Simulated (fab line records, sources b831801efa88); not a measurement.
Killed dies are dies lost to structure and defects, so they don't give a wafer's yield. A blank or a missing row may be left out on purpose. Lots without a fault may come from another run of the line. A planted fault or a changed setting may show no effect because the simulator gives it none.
Problem report in the 8D (eight disciplines) form, filled by code | flow sky130 | the parts of the form that need people (team, actions taken, sign-off) are left out

1. THE PROBLEM
dose_ions_cm2 at SKY_LDD_N_IMPLANT_11 reads a mean of 6.9e+13 on 6 wafers of 2 lots; wafers without a fault read 7.5e+13 with a standard deviation of 8.4e+10. That is -76 standard deviations from the usual mean.
First seen on wafer L522.2, day 24 16:12, on implanter-01. The record holds 18 wafers of 6 lots with a number at this step. Rule for "out", or "out of limits": more than 4 standard deviations from the usual mean. The other wafers with a number count as sound.

2. WHAT IT IS AND WHAT IT IS NOT
question                    | is                     | is not
which readings at this step | dose_ions_cm2          | rotation_deg
which lots                  | L522, L523             | L510, L512, L524, L525
which wafers of those lots  | all that have a number | -
read on which tools         | implanter-01           | implanter-03
when                        | from day 24 16:12      | up to then (6 sound wafers); but 6 sound wafers of L524, L525 came after

3. SUSPECTS, AND WHAT RULES EACH OUT
Counting: a tool at a process step up to the reading stays a suspect if it ran every lot that is out and no sound lot after the first of them.
- implanter-01 at SKY_LDD_N_IMPLANT_11: kept. It ran every lot that is out, first L522 (day 24 16:12), and no sound lot after that; its last sound lot up to then is L510 (day 20 13:14). Its own readings are out on those wafers: dose_ions_cm2.
Left after counting: implanter-01 at SKY_LDD_N_IMPLANT_11.

4. THE CAUSE (what the simulator had put in)
Process parameter drift: implanter-01, from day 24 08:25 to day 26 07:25, at SKY_LDD_N_IMPLANT_11. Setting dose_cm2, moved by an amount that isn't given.
Counting left only this tool.

5. THE CHAIN OF EFFECTS, in route order
Each row: a reading whose mean over the struck wafers that have a number lies more than 3 standard deviations from the usual. Only readings for which the record gives a usual standard deviation are gone through. hours: the time from each lot's start at the first step in this table that gives one to its start at this step, as a median over the lots. sigmas: the change in usual standard deviations.
hours | step                 | reading            | usual   | on struck wafers | change   | sigmas
0     | SKY_LDD_N_IMPLANT_11 | dose_ions_cm2      | 7.5e+13 | 6.9e+13          | -6.4e+12 | -76
0     | SKY_LDD_N_IMPLANT_11 | faraday_current_uA | 422     | 389              | -33      | -3.9
The process steps in it:
- SKY_LDD_N_IMPLANT_11

6. WHAT WOULD HAVE CAUGHT IT SOONER
In this record the first reading out of limits was taken at day 24 16:12, 8 hours after the fault began at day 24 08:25.
